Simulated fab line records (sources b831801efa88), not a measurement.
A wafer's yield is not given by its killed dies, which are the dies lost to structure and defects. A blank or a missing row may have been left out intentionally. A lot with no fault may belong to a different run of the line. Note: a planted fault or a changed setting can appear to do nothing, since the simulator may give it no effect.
Which tool was responsible?    flow gf180mcu    Sampling: 13 lots, 39 wafers, 2 of 602 route steps

## WHAT THE GAUGES READ, wafer by wafer
GF_M2_CD_MEAS_14 targets a cd of 280 nm. Usual: 279.8 nm for cd-nm, sd 1.1.
lot   measured      on         cd-nm (nm)         flag
L356  day 20 04:57  cd-sem-01  278.7 279.5 278.5  
L359  day 21 05:29  cd-sem-01  281.1 281.4 281.8  
L360  day 21 15:52  cd-sem-01  279.7 278.3 278.8  
L362  day 22 10:48  cd-sem-01  279.5 280.6 280.3  
L367  day 24 02:12  cd-sem-02  280.7 279.5 280.1  
L369  day 24 17:39  cd-sem-02  281.6 281.3 281.4  
L370  day 24 23:23  cd-sem-02  279.0 278.3 279.9  
L372  day 25 16:10  cd-sem-02  276.7 277.9 277.5  
L373  day 25 20:18  cd-sem-01  280.3 280.9 281.7  
L374  day 26 02:37  cd-sem-01  278.4 279.9 278.5  
L375  day 26 16:10  cd-sem-01  280.6 279.4 281.1  
L376  day 26 20:14  cd-sem-01  280.9 281.7 281.9  
L377  day 27 00:51  cd-sem-02  279.4 280.1 279.8  

GF_V2_THK_MEAS_03. Usual: V2_CVD_02_THK gives 843 nm (standard deviation 12).
lot   measured      on             V2_CVD_02_THK (nm)  flag
L356  day 20 05:57  film-metro-01  839 854 869         
L359  day 21 06:28  film-metro-01  828 851 856         
L360  day 21 16:52  film-metro-02  835 842 859         
L362  day 22 11:55  film-metro-04  833 840 843         
L367  day 24 03:12  film-metro-02  812 814 828         
L369  day 24 18:40  film-metro-04  854 856 863         
L370  day 25 00:31  film-metro-04  840 841 844         
L372  day 25 17:14  film-metro-04  836 845 854         
L373  day 25 21:19  film-metro-04  810 831 842         
L374  day 26 03:37  film-metro-04  832 836 865         
L375  day 26 17:11  film-metro-01  832 836 856         
L376  day 26 21:15  film-metro-04  835 849 859         
L377  day 27 01:52  film-metro-01  839 852 860         

## EACH LOT AND THE TOOL THAT RAN IT (in order: tool; ch and the chambers of the sampled wafers; start)
There is no process step in the record ahead of these readings.

## AS READ BY THE TOOLS THEMSELVES (means over the sampled wafers that have a number; for cases with no such wafer, the mark the record gives instead)
The record holds no such reading with a usual standard deviation.

## THE ANSWER, worked out from the rows above alone
Rule: take the mean of a lot's wafers that have a number; if it is more than 3 standard deviations from the usual mean, the lot is off. Also off: a lot with no number at a reading for which 4 or more lots have one. The other lots that the step has rows for count as sound. First the gauges in route order, then the tools' own readings, where a lot's mean is used as printed above. The first step at which some lot is off is used, and at that step the reading that is off furthest; a lot without a number counts as furthest.
No lot is off at any reading shown: from this, nothing can be told.

## WHAT HAD BEEN PUT IN BY THE SIMULATOR
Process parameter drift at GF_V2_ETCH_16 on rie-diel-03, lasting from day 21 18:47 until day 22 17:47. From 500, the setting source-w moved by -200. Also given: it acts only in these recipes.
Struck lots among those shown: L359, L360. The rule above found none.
